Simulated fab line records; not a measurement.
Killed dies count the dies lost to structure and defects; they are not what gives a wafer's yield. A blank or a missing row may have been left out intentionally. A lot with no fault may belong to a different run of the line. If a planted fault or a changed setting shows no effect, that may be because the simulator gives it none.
Problem report in the 8D (eight disciplines) form, filled by code -- flow sky130 -- the parts of the form that need people (team, actions taken, sign-off) are left out

## 1. PROBLEM STATEMENT
beam_energy_keV at SKY_LDD_LDN_IMPLANT_11 reads a mean of 15.807 on 6 wafers of 2 lots; wafers without a fault read 15.000 with a standard deviation of 0.0046. So: +99 or more standard deviations from the usual mean.
The first sign was on wafer L856.2 at day 29 03:48, on implanter-04. The record has a number at this step for 18 wafers belonging to 6 lots. By rule, "out" or "out of limits" means more than 4 standard deviations away from the usual mean. Any other wafer with a number is counted as sound.

## 2. WHAT THIS IS AND IS NOT
question,is,is not
which readings at this step,beam_energy_keV,-
which lots,"L856, L857","L849, L852, L860, L862"
which wafers of those lots,all that have a number,-
read on which tools,implanter-04,"implanter-02, implanter-03"
when,from day 29 03:48,"up to then (6 sound wafers); but 6 sound wafers of L860, L862 came after"

## 3. SUSPECTS, AND WHAT RULES EACH OUT
Counting: a tool at any process step up to the reading remains a suspect when it ran all the lots that are out and ran no sound lot after the first of those.
- implanter-04 at SKY_LDD_LDN_IMPLANT_11: kept. All lots that are out passed through it, beginning with L856 at day 29 03:48, and no sound lot followed; its final sound lot before that point was L852 at day 27 16:58. Its own beam_energy_keV readings are out on those wafers.
Left after counting: implanter-04 at SKY_LDD_LDN_IMPLANT_11.

## 4. THE CAUSE (what the simulator had put in)
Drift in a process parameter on implanter-04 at SKY_LDD_LDN_IMPLANT_11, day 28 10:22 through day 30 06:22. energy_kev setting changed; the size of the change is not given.
After counting, this tool was the only one left.

## 5. THE EFFECT CHAIN, in route order
One row per reading whose mean, taken over the struck wafers that have a number, lies over 3 standard deviations from the usual. Readings are gone through only where the record gives a usual standard deviation; hours: the median, over the lots, of the time from a lot's start at the first step in this table giving one to that lot's start at this step; sigmas: the change measured in usual standard deviations.
hours,step,reading,usual,on struck wafers,change,sigmas
0,SKY_LDD_LDN_IMPLANT_11,beam_energy_keV,15.000,15.807,+0.807,+99 or more
Here are the process steps it includes:
- SKY_LDD_LDN_IMPLANT_11

## 6. HOW IT WOULD HAVE BEEN CAUGHT EARLIER
In this record no reading fell out of limits until day 29 03:48, 17 hours after the fault had begun at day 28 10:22.
